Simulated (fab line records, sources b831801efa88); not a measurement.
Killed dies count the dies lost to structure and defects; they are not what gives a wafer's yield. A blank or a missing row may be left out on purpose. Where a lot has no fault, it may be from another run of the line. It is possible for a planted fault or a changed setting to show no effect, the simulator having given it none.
Problem report, 8D (eight disciplines) form, completed by code -- flow sky130 -- the parts of the form that need people (team, actions taken, sign-off) are left out

1. WHAT IS WRONG
Mean LDD_P_TW at SKY_LDD_P_TW_MEAS_11: 30 over 6 wafers in 2 lots; fault-free wafers: 632, standard deviation 9.9. Measured from the usual mean, that is -61 standard deviations.
Seen first at day 26 01:56 on film_metro-01, wafer L621.4. The record holds 39 wafers of 13 lots with a number at this step. By rule, "out" or "out of limits" means more than 4 standard deviations away from the usual mean. The other wafers with a number count as sound.

2. WHAT IT IS AND WHAT IT IS NOT
question,is,is not
which readings at this step,LDD_P_TW,-
which lots,"L621, L623","L602, L606, L608, L609, L610, L611, L613, L614, L615, L616, L625"
which wafers of those lots,all that have a number,-
read on which gauges,film_metro-01,"film_metro-03, film_metro-04"
when,from day 26 01:56,up to then (30 sound wafers); but 3 sound wafers of L625 came after

3. WHAT RULES OUT EACH SUSPECT
Counting: a tool at any process step up to the reading remains a suspect when it ran all the lots that are out and ran no sound lot after the first of those.
- the gauge at SKY_LDD_P_TW_MEAS_11 has been ruled out. All the wafers that are out were read on film_metro-01, but those of them that SKY_PAD_OPEN_PROBE_99 has rows for are out there too, on other tools.
- plasma_asher-03 at SKY_RES_PROTECT_STRIP_07 (strips in O2/N2): ruled out as a lasting fault. After its first lot that is out, L621 (day 22 04:07), sound lots L625 ran on it.
- litho_track-02 at SKY_LDD_P_DEVELOP_06 (develop time 60 s): kept. It processed each lot that is out, first L621 at day 26 01:25, and no sound lot thereafter; up to then, the last sound lot it processed was L608 at day 21 21:19.
The count leaves litho_track-02 at SKY_LDD_P_DEVELOP_06.

4. THE CAUSE (what the simulator had put in)
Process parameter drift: litho_track-02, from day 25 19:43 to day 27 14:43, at SKY_LDD_P_DEVELOP_06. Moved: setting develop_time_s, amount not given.
Counting left only this tool.

5. THE EFFECT CHAIN, in route order
Each row: a reading whose mean over the struck wafers that have a number lies more than 3 standard deviations from the usual. Only readings for which the record gives a usual standard deviation are gone through. hours: the time from each lot's start at the first step in this table that gives one to its start at this step, as a median over the lots. sigmas: the change in usual standard deviations.
hours,step,reading,usual,on struck wafers,change,sigmas
0,SKY_LDD_P_TW_MEAS_11,LDD_P_TW,632,30,-602,-61
581,SKY_PAD_OPEN_PROBE_99,killed_at_front_end,15,422,+407,+83
581,SKY_PAD_OPEN_PROBE_99,killed_dies,86,492,+406,+37
581,SKY_PAD_OPEN_PROBE_99,killed_on_rim,17,96,+79,+21
Process steps it contains:
- SKY_PAD_OPEN_PROBE_99
Later measuring or inspecting steps at which every struck wafer that the step has a row for has a number for every such reading, and none has moved that far: SKY_LDD_HVN_TW_MEAS_10.

6. WHAT WOULD HAVE CAUGHT IT SOONER
In this record the first reading out of limits at a measuring or inspecting step was taken at day 26 01:56, 6 hours after the fault began at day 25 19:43.
Among the 2 lots that are out, L623 began SKY_LDD_P_DEVELOP_06 on litho_track-02 after day 26 01:56. It would have been spared by a hold on the tool at that moment.
